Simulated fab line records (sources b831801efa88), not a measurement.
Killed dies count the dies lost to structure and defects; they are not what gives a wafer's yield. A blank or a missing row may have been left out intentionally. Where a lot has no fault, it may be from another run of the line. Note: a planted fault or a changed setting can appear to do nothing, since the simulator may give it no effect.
fab line records	flow sfq-line
record: lots: 7	wafers: 21	last-day: 84
route steps=325 shown L0@12 L0V@16 M0@28
lots that met no fault: taken from a fault-free run of the same line
start-h: hours from the record's opening day to when the first of the lot's shown wafers began	wait-h: how many hours have passed since the lot's step before this one	" identical to the entry in the row above	L1.1+2: a row that stands for several wafers	- no value present, or no start provided	* or withheld: withheld	< > ~ a bound
route shown NAME@n: a module of which the file shows steps, and the number in the route of the first	usual: mean/standard deviation of fault-free wafers	same: alike in all rows	chamber/n: place in a boat	sites: each site's reading	_std_site: standard deviation of those values	_edge_site: outer sites' mean less inner sites'	radius-mm: for every site, how far away it sits from the centre of the wafer	mask NAME#n: copy n	behind: the tool/chamber that last shaped the wafer	hold: reason for holding the lot/hours on hold/outcome of the hold	device: transistor that didn't switch, given as n, p or np	end of line: at the end of the route, the tests of the same wafers	a step without rows: its recipe alone	killed: dies lost to structure and defects at the first sort, not the wafer's yield	map: the dies of a wafer, with x for killed, . for not killed, _ for no die there
set.NAME: the setting that was run; set.NAME@STEP: the one run at that earlier step	model.NAME: the simulator's own value behind a step, which no gauge read
certain route steps with their lots: each step a table, each wafer a row
services: a tool's chamber out of use, with start hour (start-h, from the record's first day; less than 0 if before it), hours out, and reason
== steps ==
step: SFQ_TRILAYER_L0_BARC_OPEN_METAL_ETCH_010
recipe: mask-material: PR	chemistry: O2	target-depth-nm: 125	target: BARC	icp-w: 600	bias-w: 80	pressure-mtorr: 10	time-s: 41.7
usual: bias-w: 80.03/0.26	chamber-pressure-mTorr: 10.001/0.0088	drypump-motor-current-A: 5.7/0.49	oes-product-au: 0.685/0.0048
lot.wafer	tool	chamber	start-h	wait-h	bias-w	chamber-pressure-mTorr	drypump-motor-current-A	oes-product-au	rf-hours-counter-h
L291.3	rie-metal-03	0	76.99	0.1	80.13	9.999	5.1	0.685	-
L291.4	"	1	"	"	80.60	9.998	5.9	0.685	-
L291.5	"	1	"	"	80.42	10.019	5.9	0.683	-
L292.1	rie-metal-02	0	82.97	0.1	80.31	9.989	6.7	0.686	148
L292.5	"	0	"	"	80.21	9.997	6.7	0.687	-
L292.6	"	1	"	"	79.91	10.002	5.4	0.679	-
L299.2	rie-metal-04	1	126.92	0.1	79.70	10.003	5.5	0.675	86
L299.5	"	1	"	"	79.69	9.982	5.5	0.685	-
L299.6	"	0	"	"	80.19	10.006	5.8	0.686	-
L300.1	rie-metal-03	0	131.72	0.1	79.65	10.005	5.1	0.693	40
L300.3	"	0	"	"	79.95	10.011	5.1	0.680	-
L300.5	"	0	"	"	79.88	9.996	5.1	0.684	-
L301.1	rie-metal-02	1	135.32	0.1	80.16	10.011	5.4	0.689	140
L301.2	"	0	"	"	79.86	10.022	6.7	0.684	158
L301.6	"	0	"	"	80.02	10.020	6.7	0.688	-
L303.2	rie-metal-03	0	146.12	0.1	79.74	9.999	5.1	0.690	45
L303.3	"	1	"	"	79.93	10.014	6.0	0.684	-
L303.5	"	1	"	"	80.03	9.999	6.0	0.681	-
L312.4	rie-metal-02	1	195.75	0.1	79.97	9.997	5.4	0.682	-
L312.5	"	1	"	"	80.48	9.993	5.5	0.676	-
L312.6	"	0	"	"	80.20	9.998	6.6	0.673	-
step: SFQ_TRILAYER_L0_ETCH_METAL_ETCH_008
recipe: target: MoNx_KI	stop-on: SiO2	mask-material: PR	chemistry: SF6/O2	target-depth-nm: 50	icp-w: 615.5	bias-w: 80	pressure-mtorr: 10	time-s: 25
usual: bias-w: 80.01/0.23	chamber-pressure-mTorr: 10.001/0.0091	drypump-motor-current-A: 5.7/0.49	oes-product-au: 0.873/0.0071
lot.wafer	tool	chamber	start-h	wait-h	bias-w	chamber-pressure-mTorr	drypump-motor-current-A	oes-product-au	rf-hours-counter-h
L291.3	rie-metal-03	0	77.05	0.0	79.62	10.011	5.1	0.878	-
L291.4	"	1	"	"	80.15	10.006	6.0	0.869	-
L291.5	"	1	"	"	80.18	10.006	6.0	0.882	-
L292.1	rie-metal-02	0	83.03	0.0	80.07	10.004	6.6	0.874	149
L292.5	"	0	"	"	80.28	10.006	6.7	0.875	-
L292.6	"	1	"	"	79.94	10.009	5.4	0.869	-
L299.2	rie-metal-04	1	126.98	0.0	79.92	10.009	5.5	0.865	86
L299.5	"	1	"	"	79.86	9.994	5.5	0.868	-
L299.6	"	0	"	"	79.71	9.992	5.8	0.869	-
L300.1	rie-metal-03	0	131.84	0.1	80.01	10.012	5.1	0.884	40
L300.3	"	0	"	"	80.13	9.994	5.1	0.871	-
L300.5	"	0	"	"	79.98	10.009	5.2	0.876	-
L301.1	rie-metal-02	1	135.38	0.0	79.82	9.983	5.4	0.875	140
L301.2	"	0	"	"	80.16	9.994	6.7	0.872	158
L301.6	"	0	"	"	80.03	9.986	6.7	0.869	-
L303.2	rie-metal-03	0	146.18	0.0	80.00	10.004	5.1	0.875	45
L303.3	"	1	"	"	80.02	10.013	6.0	0.878	-
L303.5	"	1	"	"	79.76	9.980	6.0	0.866	-
L312.4	rie-metal-02	1	195.82	0.0	79.74	10.010	5.4	0.873	-
L312.5	"	1	"	"	80.13	10.010	5.4	0.878	-
L312.6	"	0	"	"	80.04	10.003	6.7	0.883	-
step: SFQ_TRILAYER_L0_STRIP_STRIP_009
recipe: gas: O2	power-w: 200	platen-temp-c: 40	overash-fraction: 0.65	chemistry: O2	pressure-mtorr: 51.68
step: SFQ_TRILAYER_L0_STRIP_SOLV_CLEAN_010
recipe: chemistry: NMP	temp-c: 70	time-s: 600
step: SFQ_TRILAYER_L0_CAP_PECVD_011
recipe: material: SiO2	temp-c: 150	time-s: 13.333	pressure-torr: 2.4	rf-w: 183.3	precursor: SiH4/N2O	target-thk-nm: 60
usual: heater-power-w: 87/15	throttle-valve-pct: 24.9/1.5
lot.wafer	tool	chamber	start-h	wait-h	heater-power-w	throttle-valve-pct
L291.3	pecvd-02	1	77.87	0.0	100	25.2
L291.4	"	2	"	"	103	23.5
L291.5	"	2	"	"	102	23.6
L292.1	pecvd-01	2	83.85	0.0	71	27.7
L292.5	"	2	"	"	71	27.7
L292.6	"	0	"	"	80	26.8
L299.2	pecvd-02	0	127.80	0.0	94	24.0
L299.5	"	2	"	"	102	23.8
L299.6	"	0	"	"	97	24.0
L300.1	pecvd-04	1	133.31	0.0	62	24.5
L300.3	"	2	"	"	111	23.4
L300.5	"	1	"	"	62	24.5
L301.1	pecvd-02	1	136.20	0.0	87	25.0
L301.2	"	0	"	"	91	24.0
L301.6	"	0	"	"	94	24.0
L303.2	pecvd-02	1	147.00	0.0	101	25.5
L303.3	"	1	"	"	101	25.6
L303.5	"	1	"	"	103	25.3
L312.4	pecvd-02	2	196.85	0.0	107	24.2
L312.5	"	1	"	"	86	25.5
L312.6	"	0	"	"	97	23.9
step: SFQ_TRILAYER_L0_VIA_LITHO_COAT_018
recipe: resist: BARC	spin-rpm: 3000	resist-thk-nm: 62
step: SFQ_TRILAYER_L0_VIA_LITHO_COAT_013
recipe: resist: KrF	spin-rpm: 3000	resist-thk-nm: 650
step: SFQ_TRILAYER_L0_VIA_LITHO_SOFTBAKE_017
recipe: temp-c: withheld	time-s: withheld	resist: KrF
step: SFQ_TRILAYER_L0_VIA_LITHO_EXPOSE_014
recipe: mask-id: L0V	na: 0.6	source-shape: conventional	sigma-outer: 0.65	target-cd-nm: 700	dose-mj: 21.3
step: SFQ_TRILAYER_L0_VIA_LITHO_PEB_016
recipe: peb-temp-c: 115	peb-time-s: 60	resist: KrF
step: SFQ_TRILAYER_L0_VIA_LITHO_DEVELOP_015
recipe: time-s: 60	resist: KrF
step: SFQ_L0V_OVL_MEAS_903
usual: L0V_OVL: 2/4.2
lot.wafer	tool	chamber	start-h	wait-h	L0V_OVL[nm]
L291.3	overlay-01	-	152.14	0.1	4
L291.4	"	-	"	"	-2
L291.5	"	-	"	"	8
L292.1	overlay-02	-	156.92	0.1	-2
L292.5	"	-	"	"	2
L292.6	"	-	"	"	2
L299.2	overlay-02	-	206.53	0.1	3
L299.5	"	-	"	"	-4
L299.6	"	-	"	"	9
L300.1	overlay-01	-	213.22	0.1	2
L300.3	"	-	"	"	6
L300.5	"	-	"	"	4
L301.1	overlay-01	-	215.62	0.1	5
L301.2	"	-	"	"	4
L301.6	"	-	"	"	2
L303.2	overlay-02	-	225.23	0.1	-4
L303.3	"	-	"	"	-1
L303.5	"	-	"	"	0
L312.4	overlay-02	-	293.77	0.1	-3
L312.5	"	-	"	"	-4
L312.6	"	-	"	"	1
step: SFQ_TRILAYER_L0_VIA_BARC_OPEN_VIA_ETCH_021
recipe: mask-material: PR	chemistry: O2	target-depth-nm: 125	target: BARC	source-w: 500	bias-w: 80	pressure-mtorr: 30	time-s: 41.7
usual: bias-w: 79.97/0.25	chamber-pressure-mTorr: 30.000/0.027	drypump-motor-current-A: 5.6/0.42	oes-product-au: 0.685/0.0042
lot.wafer	tool	chamber	start-h	wait-h	bias-w	chamber-pressure-mTorr	drypump-motor-current-A	oes-product-au	rf-hours-counter-h	model.KrF_of_TRILAYER_L0_VIA_LITHO_COAT_013.thk-nm
L291.3	rie-diel-03	1	152.16	0.0	79.83	30.056	6.0	0.685	60	576.1
L291.4	"	2	"	"	79.93	30.014	5.7	0.695	41	573.8
L291.5	"	3	"	"	79.88	29.963	5.9	0.688	-	574.5
L292.1	rie-diel-03	3	156.96	0.0	79.80	29.995	5.9	0.678	33	576.4
L292.5	"	3	"	"	80.00	29.990	5.9	0.691	-	573.7
L292.6	"	2	"	"	79.93	30.014	5.7	0.683	-	572.8
L299.2	rie-diel-03	0	206.56	0.0	-	-	-	-	-	623.4
L299.5	"	3	"	"	-	-	-	-	-	621.7
L299.6	"	0	"	"	-	-	-	-	-	621.5
L300.1	rie-diel-01	0	213.26	0.0	-	-	-	-	-	625.3
L300.3	"	3	"	"	-	-	-	-	-	626.2
L300.5	"	3	"	"	-	-	-	-	-	624.2
L301.1	rie-diel-01	3	215.66	0.0	-	-	-	-	-	626.5
L301.2	"	0	"	"	-	-	-	-	-	625.9
L301.6	"	0	"	"	-	-	-	-	-	625.3
L303.2	rie-diel-01	1	225.26	0.0	80.00	29.997	5.1	0.689	91	573.6
L303.3	"	3	"	"	80.05	30.051	5.1	0.692	52	573.5
L303.5	"	3	"	"	80.05	30.000	5.1	0.684	-	572.5
L312.4	rie-diel-01	1	293.78	0.0	80.35	30.039	5.1	0.690	92	576.4
L312.5	"	1	"	"	80.15	30.047	5.1	0.684	-	577.3
L312.6	"	0	"	"	79.71	30.008	5.8	0.678	-	575.9
step: SFQ_TRILAYER_L0_VIA_ETCH_VIA_ETCH_016
recipe: target: SiO2	stop-on: MoNx_KI	mask-material: PR	chemistry: CHF3	target-depth-nm: 80	source-w: 500	bias-w: 80	pressure-mtorr: 30	time-s: withheld
usual: bias-w: 80.03/0.21	chamber-pressure-mTorr: 29.998/0.027	drypump-motor-current-A: 5.6/0.42	oes-product-au: 0.842/0.0077
lot.wafer	tool	chamber	start-h	wait-h	bias-w	chamber-pressure-mTorr	drypump-motor-current-A	oes-product-au	model.KrF_of_TRILAYER_L0_VIA_LITHO_COAT_013.thk-nm
L291.3	rie-diel-03	1	152.20	0.0	79.96	30.069	6.0	0.833	562.5
L291.4	"	2	"	"	80.29	29.940	5.7	0.857	559.7
L291.5	"	3	"	"	80.05	29.953	5.9	0.855	560.7
L292.1	rie-diel-03	3	157.00	0.0	80.49	29.996	5.9	0.838	562.6
L292.5	"	3	"	"	79.98	29.998	5.9	0.850	559.9
L292.6	"	2	"	"	79.82	29.972	5.7	0.840	558.8
L299.2	rie-diel-03	0	206.60	0.0	80.11	29.954	5.8	0.373	609.2
L299.5	"	3	"	"	80.33	29.979	5.9	0.379	607.8
L299.6	"	0	"	"	79.86	30.042	5.8	0.373	607.3
L300.1	rie-diel-01	0	213.30	0.0	79.94	29.974	5.7	0.379	611.3
L300.3	"	3	"	"	79.75	29.977	5.1	0.373	612.2
L300.5	"	3	"	"	79.93	30.008	5.1	0.376	610.2
L301.1	rie-diel-01	3	215.70	0.0	80.12	30.045	5.2	0.371	612.7
L301.2	"	0	"	"	79.84	29.960	5.8	0.374	612.2
L301.6	"	0	"	"	80.06	30.008	5.7	0.372	611.6
L303.2	rie-diel-01	1	225.30	0.0	79.66	30.012	5.1	0.832	559.8
L303.3	"	3	"	"	79.82	30.011	5.1	0.853	559.5
L303.5	"	3	"	"	79.90	30.029	5.1	0.846	558.5
L312.4	rie-diel-01	1	293.82	0.0	80.08	29.960	5.1	0.843	562.6
L312.5	"	1	"	"	79.95	29.996	5.1	0.841	563.7
L312.6	"	0	"	"	79.75	29.982	5.8	0.835	562.1
step: SFQ_TRILAYER_L0_VIA_STRIP_STRIP_017
recipe: gas: O2	power-w: 200	platen-temp-c: 40	overash-fraction: 0.65	chemistry: O2	pressure-mtorr: 50
usual: chamber-pressure-mTorr: 50.00/0.047	drypump-motor-current-A: 5.8/0.33	oes-product-au: 0.998/0.0078	platen-temp-c: 39.99/0.11
lot.wafer	tool	chamber	start-h	wait-h	chamber-pressure-mTorr	drypump-motor-current-A	oes-product-au	platen-temp-c	rf-hours-counter-h
L291.3	rie-metal-01	0	152.45	-	49.99	5.9	0.988	40.09	-
L291.4	"	1	"	"	50.00	6.1	0.998	40.19	-
L291.5	"	0	"	"	50.10	5.9	1.000	39.99	-
L292.1	rie-metal-03	1	157.05	-	49.97	6.0	0.989	39.99	2
L292.5	"	1	"	"	50.03	6.0	0.997	39.90	-
L292.6	"	0	"	"	50.02	5.2	0.982	39.87	-
L299.2	rie-metal-01	0	206.64	-	49.97	5.9	0.992	39.92	164
L299.5	"	0	"	"	50.00	5.9	0.991	39.87	-
L299.6	"	1	"	"	50.00	6.2	0.996	39.80	-
L300.1	rie-metal-01	0	213.34	-	50.01	5.9	0.994	40.12	165
L300.3	"	0	"	"	50.03	5.9	0.999	40.07	-
L300.5	"	1	"	"	50.04	6.2	0.995	39.88	-
L301.1	rie-metal-01	0	215.74	-	50.07	5.9	0.987	39.88	166
L301.2	"	1	"	"	50.04	6.2	1.008	40.15	58
L301.6	"	1	"	"	50.00	6.1	1.008	39.94	-
L303.2	rie-metal-01	1	225.34	-	49.98	6.2	1.000	40.08	60
L303.3	"	0	"	"	50.01	5.9	1.002	39.89	-
L303.5	"	1	"	"	49.95	6.2	1.012	39.90	-
L312.4	rie-metal-03	1	294.07	-	50.03	5.9	0.991	40.04	-
L312.5	"	1	"	"	49.96	6.0	0.983	39.94	-
L312.6	"	0	"	"	50.01	5.2	1.003	40.17	-
step: SFQ_TRILAYER_L0_VIA_STRIP_SOLV_CLEAN_018
recipe: chemistry: NMP	temp-c: 70	time-s: 600
step: SFQ_TRILAYER_M0_DEP_PRE_CLEAN_020
recipe: gas: Ar	time-s: 15	bias-v: 250
step: SFQ_TRILAYER_M0_DEP_SPUTTER_019
recipe: material: Nb	base-pressure-pa: 1.33e-06	chamber-pressure-pa: 0.1333	substrate-temp-c: 20	resputter-cathode-voltage-v: 400	target-thk-nm: 200	power-w: 2000	time-s: 137.7
usual: throttle-valve-pct: 30.4/1.2
lot.wafer	tool	chamber	start-h	wait-h	throttle-valve-pct
L291.3	pvd-sputter-03	-	153.05	0.0	29.5
L291.4	"	-	"	"	29.4
L291.5	"	-	"	"	32.4
L292.1	pvd-sputter-04	-	157.85	0.0	29.9
L292.5	"	-	"	"	32.1
L292.6	"	-	"	"	28.5
L299.2	pvd-sputter-04	-	207.44	0.0	28.3
L299.5	"	-	"	"	28.3
L299.6	"	-	"	"	29.6
L300.1	pvd-sputter-05	-	214.18	0.0	30.5
L300.3	"	-	"	"	30.6
L300.5	"	-	"	"	30.8
L301.1	pvd-sputter-03	-	216.58	0.0	29.5
L301.2	"	-	"	"	31.0
L301.6	"	-	"	"	29.8
L303.2	pvd-sputter-04	-	226.14	0.0	28.6
L303.3	"	-	"	"	31.9
L303.5	"	-	"	"	32.0
L312.4	pvd-sputter-04	-	294.67	0.0	29.9
L312.5	"	-	"	"	29.5
L312.6	"	-	"	"	28.3
step: SFQ_M0_RS_MEAS_904
recipe: thk-meas-gauge: four-point-probe	reads: Nb_of_TRILAYER_M0_DEP_SPUTTER_019
usual: M0_NB_RS: 0.863/0.0096
lot.wafer	tool	chamber	start-h	wait-h	M0_NB_RS[ohm/sq]
L291.3	film-metro-03	-	153.18	0.1	0.866
L291.4	"	-	"	"	0.845
L291.5	"	-	"	"	0.852
L292.1	film-metro-01	-	157.94	0.0	0.887
L292.5	"	-	"	"	0.867
L292.6	"	-	"	"	0.872
L299.2	film-metro-03	-	207.55	0.1	0.850
L299.5	"	-	"	"	0.860
L299.6	"	-	"	"	0.873
L300.1	film-metro-02	-	214.27	0.0	0.858
L300.3	"	-	"	"	0.856
L300.5	"	-	"	"	0.860
L301.1	film-metro-02	-	216.67	0.0	0.874
L301.2	"	-	"	"	0.864
L301.6	"	-	"	"	0.875
L303.2	film-metro-01	-	226.26	0.1	0.853
L303.3	"	-	"	"	0.856
L303.5	"	-	"	"	0.861
L312.4	film-metro-01	-	294.82	0.1	0.872
L312.5	"	-	"	"	0.881
L312.6	"	-	"	"	0.867
step: SFQ_TRILAYER_M0_LITHO_COAT_026
recipe: resist: BARC	spin-rpm: 3000	resist-thk-nm: 62
step: SFQ_TRILAYER_M0_LITHO_COAT_021
recipe: resist: KrF	spin-rpm: 3000	resist-thk-nm: 600
step: SFQ_TRILAYER_M0_LITHO_SOFTBAKE_025
recipe: temp-c: withheld	time-s: withheld	resist: KrF
step: SFQ_TRILAYER_M0_LITHO_EXPOSE_022
recipe: mask-id: M0	na: 0.6	source-shape: conventional	sigma-outer: 0.65	target-cd-nm: 500	dose-mj: 14.4
usual: exposure-dose-mJ-cm2: 14.398/0.016	focus-offset-nm: 0.0/0.48
lot.wafer	tool	chamber	start-h	wait-h	mask	exposure-dose-mJ-cm2	focus-offset-nm
L291.3	krf-scanner-01	0	231.32	-	M0#0	14.407	0.1
L291.4	"	0	"	"	M0#0	14.417	-1.2
L291.5	"	0	"	"	M0#0	14.418	-0.4
L292.1	krf-scanner-01	0	239.32	-	M0#0	14.403	-0.3
L292.5	"	0	"	"	M0#0	14.381	-1.1
L292.6	"	0	"	"	M0#0	14.400	-0.1
L299.2	krf-scanner-02	-	312.85	-	M0#0	-	-
L299.5	"	-	"	"	M0#0	-	-
L299.6	"	-	"	"	M0#0	-	-
L300.1	krf-scanner-01	-	324.77	-	M0#0	-	-
L300.3	"	-	"	"	M0#0	-	-
L300.5	"	-	"	"	M0#0	-	-
L301.1	krf-scanner-01	-	327.17	-	M0#0	-	-
L301.2	"	-	"	"	M0#0	-	-
L301.6	"	-	"	"	M0#0	-	-
L303.2	krf-scanner-02	0	346.64	-	M0#0	14.397	-0.5
L303.3	"	0	"	"	M0#0	14.394	-0.4
L303.5	"	0	"	"	M0#0	14.401	-0.6
L312.4	krf-scanner-02	0	421.69	-	M0#0	14.414	0.0
L312.5	"	0	"	"	M0#0	14.405	-1.0
L312.6	"	0	"	"	M0#0	14.416	-0.2
step: SFQ_TRILAYER_M0_LITHO_PEB_024
recipe: peb-temp-c: 115	peb-time-s: 60	resist: KrF
== services ==
tool	chamber	start-h	hours	kind
pecvd-02	2	59.60	7.3	repair
pecvd-02	-	65.33	0.9	repair
pecvd-02	0	73.65	4.9	repair
rie-metal-03	-	86.53	2.8	pm
krf-scanner-01	-	89.87	0.8	pm
rie-diel-01	0	100.35	2.7	repair
rie-diel-03	2	112.28	2.5	repair
rie-metal-01	-	114.47	1.4	pm
rie-metal-02	-	119.94	0.5	repair
rie-metal-02	-	121.34	2.1	repair
pecvd-02	0	142.37	22.1	repair
rie-metal-02	-	154.85	1.2	repair
pecvd-02	1	163.19	27.1	repair
krf-scanner-01	-	168.62	1.3	pm
krf-scanner-01	-	177.12	1.0	pm
pecvd-02	2	188.04	6.0	repair
rie-diel-01	0	192.36	4.5	repair
rie-diel-01	2	211.70	8.6	repair
rie-diel-01	2	307.02	2.4	repair
rie-diel-01	3	313.92	3.9	repair
rie-metal-03	0	351.57	8.4	repair
pecvd-02	-	355.53	4.1	repair
pecvd-02	2	362.70	19.6	repair
pecvd-02	0	409.91	3.5	repair
== key ==
first-sign: step: SFQ_TRILAYER_L0_VIA_BARC_OPEN_VIA_ETCH_021	reading: tool-record	direction: missing
effect: step: SFQ_TRILAYER_L0_VIA_ETCH_VIA_ETCH_016	reading: oes-product-au	direction: down	sigmas: 60	usual: 0.842	struck: 0.375
effect: step: SFQ_TRILAYER_M0_LITHO_EXPOSE_022	reading: tool-record	direction: missing
model-effect: step: SFQ_TRILAYER_L0_VIA_BARC_OPEN_VIA_ETCH_021	value: KrF_of_TRILAYER_L0_VIA_LITHO_COAT_013.thk-nm	without: 573.6	struck: 624.5
model-effect: step: SFQ_TRILAYER_L0_VIA_ETCH_VIA_ETCH_016	value: KrF_of_TRILAYER_L0_VIA_LITHO_COAT_013.thk-nm	without: 559.7	struck: 610.5
met-at SFQ_TRILAYER_L0_VIA_BARC_OPEN_VIA_ETCH_021
struck-wafers L299.2,L299.5,L299.6,L300.1,L300.3,L300.5,L301.1,L301.2,L301.6
onset-between 156.96 206.56
fault: kind: skipped-step-whole	tool: rie-diel-01,rie-diel-03	chamber: -	onset-h: 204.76	steps: SFQ_TRILAYER_L0_VIA_BARC_OPEN_VIA_ETCH_021	scope: struck-lots-only
